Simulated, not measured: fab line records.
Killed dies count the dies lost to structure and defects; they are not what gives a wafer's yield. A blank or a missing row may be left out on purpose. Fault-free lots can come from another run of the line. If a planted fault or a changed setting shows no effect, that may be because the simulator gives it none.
The same fault as seen by 2 desks ; flow sky130 ; every desk sees just its own numbers, and what lay behind them comes last

## FROM THE METROLOGY DESK
Means of the sampled wafers that have a number, per lot and without regard to the tool the lot ran on: this is what the gauges read. If a lot's mean is further than 4 standard deviations from the usual mean, the lot is out of limits and carries the mark OUT (the distance appears in the brackets).
Columns: A = cd-nm at SKY_SD_N_CD_MEAS_07, usual 380 nm; B = SD_N_TW at SKY_SD_N_TW_MEAS_12, usual 3970; C = RES_XHIGH_RS at SKY_SD_N_RS_MEAS_18, usual 333.1 ohm/sq; D = LI_CONTACT_OVL at SKY_LI_CONTACT_OVL_MEAS_13, usual -2 nm
lot;first seen here;A;B;C;D
L543;day 29 02:31;378;4051;332.9;-4
L544;day 29 06:39;377;3977;332.7;-6
L545;day 29 12:50;378;4042;332.9;10
L546;day 30 07:38;384;3901;331.9;9
L547;day 30 10:10;379;3982;332.8;13
L548;day 30 14:32;384;4049;332.8;-8
L550;day 31 16:40;375;3999;334.4;-2
L551;day 31 17:55;376;3925;332.6;-4
L552;day 31 23:22;382;4027;333.9;-7
L555;day 33 03:29;381;3930;345.4 (+11) OUT;-5
L556;day 33 08:02;381;3925;346.4 (+12) OUT;-2
L561;day 34 13:04;381;3957;334.6;-4
L563;day 35 08:42;378;3897;333.9;-4
L566;day 36 10:07;379;3929;333.5;-1
This desk's finding: out of limits on L555, L556; first on L555, day 33 04:34 (RES_XHIGH_RS at SKY_SD_N_RS_MEAS_18). In limits: L543, L544, L545, L546, L547, L548, L550, L551, L552, L561, L563, L566.

## FOR THE TOOL OWNER'S DESK: implanter-04
The tool's own readings at SKY_RES_XHIGH_IMPLANT_07, given as means over the sampled wafers that have a number, one for each lot that went through this tool. If a lot's mean is further than 4 standard deviations from the usual mean, the lot is out of limits and carries the mark OUT (the distance appears in the brackets).
Columns: A = beam-on-s at SKY_RES_XHIGH_IMPLANT_07, usual 42 s
lot;first seen here;A
L543;day 27 21:20;46
L544;day 28 01:34;46
L547;day 29 05:11;45
L555;day 31 23:31;46
L556;day 32 03:41;45
Result from this desk: across the 5 lots, nothing is out of limits.

## TAKEN TOGETHER
On L555, L556, the metrology desk was in a position to raise an alarm at day 33 04:34.
The desk of the tool owner found nothing out of limits.
The tool owner's desk has L555, L556 on record, within its limits.
The lots listed all ran SKY_RES_XHIGH_IMPLANT_07 on implanter-04.

## WHAT WAS PUT IN BY THE SIMULATOR
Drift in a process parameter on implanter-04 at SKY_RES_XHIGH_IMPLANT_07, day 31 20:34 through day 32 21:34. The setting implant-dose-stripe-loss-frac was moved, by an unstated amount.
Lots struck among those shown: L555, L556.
Per desk, hours elapsed from the start of the fault to the first reading out of limits: for the metrology desk, 32.
